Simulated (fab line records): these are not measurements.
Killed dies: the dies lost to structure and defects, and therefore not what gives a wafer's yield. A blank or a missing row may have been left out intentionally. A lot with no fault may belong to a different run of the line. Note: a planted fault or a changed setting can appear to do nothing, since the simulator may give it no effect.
Struck lot and sound lot, side by side -- flow gf180mcu -- 19 steps out of a route of 602
Sound: these wafers, L346.2, L346.5, L346.6. Wafers L366.2, L366.4, L366.6 were the ones struck. At the end, the cause is stated.
Per side, at each step with rows, come the tool, then ch with its chambers, and then its first start. Under that, the readings that differ: sound wafers -- struck wafers -- difference of the means -- sigmas: that difference in standard deviations of wafers without a fault.
alike: readings whose means differ by less than 2 such deviations, and words and numbers that are the same on both sides. not compared: withheld readings, readings that some wafer has no value for, bounds like >300 that may hide the same value, and numbers for which the record gives no deviation and whose values overlap.
Wherever a step has rows on one side only, a row that says differs or no value, or a row with sigmas, the two part there. Numbers that have no deviation but don't overlap get no sigmas and don't part them. A reading that every wafer of one side lacks parts them only if that side has two wafers or more.

GF_V5_CMP_26: polishes, stops on SiO2, t overpolish 15 s, target thk 0 nm.
  sound on cmp-01 ch 0,1, day 28 00:10; struck on cmp-02 ch 1,3, day 33 20:14
  alike: motor-current-A, overpolish-run-s, time-to-endpoint-s
GF_TOP_METAL_SPUTTER_00: material Ti, target thk 37.5 nm, time 150 s.
  struck on pvd-sputter-04, day 33 20:29; sound on pvd-sputter-04, day 28 00:28
  alike: cathode-dc-power-W, throttle-valve-pct
GF_TOP_METAL_SPUTTER_01: material TiN, target thk 30 nm, time 25 s.
  struck on pvd-sputter-04, day 33 20:35; sound on pvd-sputter-04, day 28 00:34
  alike: cathode-dc-power-W, throttle-valve-pct
GF_TOP_METAL_SPUTTER_02: material AlCu, target thk 900 nm, time 47.82 s.
  struck on pvd-sputter-04, day 33 20:37; sound on pvd-sputter-04, day 28 00:35
  alike: cathode-dc-power-W, throttle-valve-pct
then, 2 steps without rows for these wafers: GF_TOP_METAL_SPUTTER_03 (material Ti, target thk 5 nm, time 3.3 s); GF_TOP_METAL_SPUTTER_04 (material TiN, target thk 25 nm, time 20.8 s).
GF_TOP_METAL_RS_MEAS_05: measurement is done with a four-point probe.
  struck on film-metro-03, day 33 20:44; sound on film-metro-02, day 28 00:42
reading,sound,struck,difference,sigmas
TOP_METAL_ALCU_RS (ohm/sq),0.0326 0.0325 0.0325,0.0333 0.0331 0.0333,+0.0007,+2
GF_TOP_METAL_THK_MEAS_06: measures by xrf.
  struck on film-metro-03, day 33 20:50; sound on film-metro-02, day 28 00:49
reading,sound,struck,difference,sigmas
TOP_METAL_ALCU_THK (nm),921 924 926,883 887 884,-39,-3
then, 4 steps without rows for these wafers: GF_TOP_METAL_DEHYDRATE_07 (time 60 s); GF_TOP_METAL_HMDS_08 (prime time 60 s); GF_TOP_METAL_COAT_09 (resist thk 1500 nm); GF_TOP_METAL_SOFTBAKE_10 (time 60 s).
GF_TOP_METAL_EXPOSE_11: exposes mask MetalTop, target cd 440 nm.
  sound on iline-stepper-01 ch 0, day 28 10:13; struck on iline-stepper-01 ch 0, day 34 03:55
reading,sound,struck,difference,sigmas
exposure-dose-mJ-cm2,169.81 170.08 169.97,154.41 154.59 154.42,-15.48,-91
stage-vel-mm-s (mm/s),499.53 499.40 499.53,499.81 499.90 500.26,+0.50,+2
  alike: mask
then, 2 steps without rows for these wafers: GF_TOP_METAL_PEB_12; GF_TOP_METAL_DEVELOP_13 (develop time 60 s).
GF_TOP_METAL_CD_MEAS_14: target cd 440 nm.
  struck on cd-sem-02, day 34 11:10; sound on cd-sem-02, day 28 19:34
reading,sound,struck,difference,sigmas
cd-nm (nm),440.6 439.5 439.8,381.9 330.8 321.7,-95.2,-48
GF_TOP_METAL_OVL_MEAS_15:
  struck on overlay-01, day 34 11:16; sound on overlay-02, day 28 19:40
  alike: TOP_METAL_OVL
GF_TOP_METAL_METAL_ETCH_16: etches the open film in Cl2/BCl3, stops on SiO2, target depth 1077.5 nm, time 179.6 s.
  sound on rie-metal-04 ch 0,1, day 28 19:42; struck on rie-metal-02 ch 0,1, day 34 11:18
reading,sound,struck,difference,sigmas
throttle-valve-pct (%),28.255 28.237 28.253,28.276 28.268 28.269,+0.023,+2
model.TOP_METAL.cd-nm (nm),440.1 431.4 438.3,379.3 328.9 321,-93.5,
  alike: drypump-motor-current-A, mfc-cl2-sccm, oes-product-au
  not compared: rf-hours-counter-h
GF_TOP_METAL_STRIP_17: strips in O2/N2.
  sound on plasma-asher-01 ch 0,1, day 28 19:56; struck on plasma-asher-01 ch 1, day 34 11:29
  alike: drypump-motor-current-A, heater-power-w, oes-product-au, strip-time-to-endpoint-s
  not compared: rf-hours-counter-h

## WHERE THEY PART
Earliest at GF_TOP_METAL_RS_MEAS_05; latest, in this record, at GF_TOP_METAL_METAL_ETCH_16. Later steps at which nothing parts them and some readings are alike: GF_TOP_METAL_STRIP_17.

WHY: what had been put in by the simulator
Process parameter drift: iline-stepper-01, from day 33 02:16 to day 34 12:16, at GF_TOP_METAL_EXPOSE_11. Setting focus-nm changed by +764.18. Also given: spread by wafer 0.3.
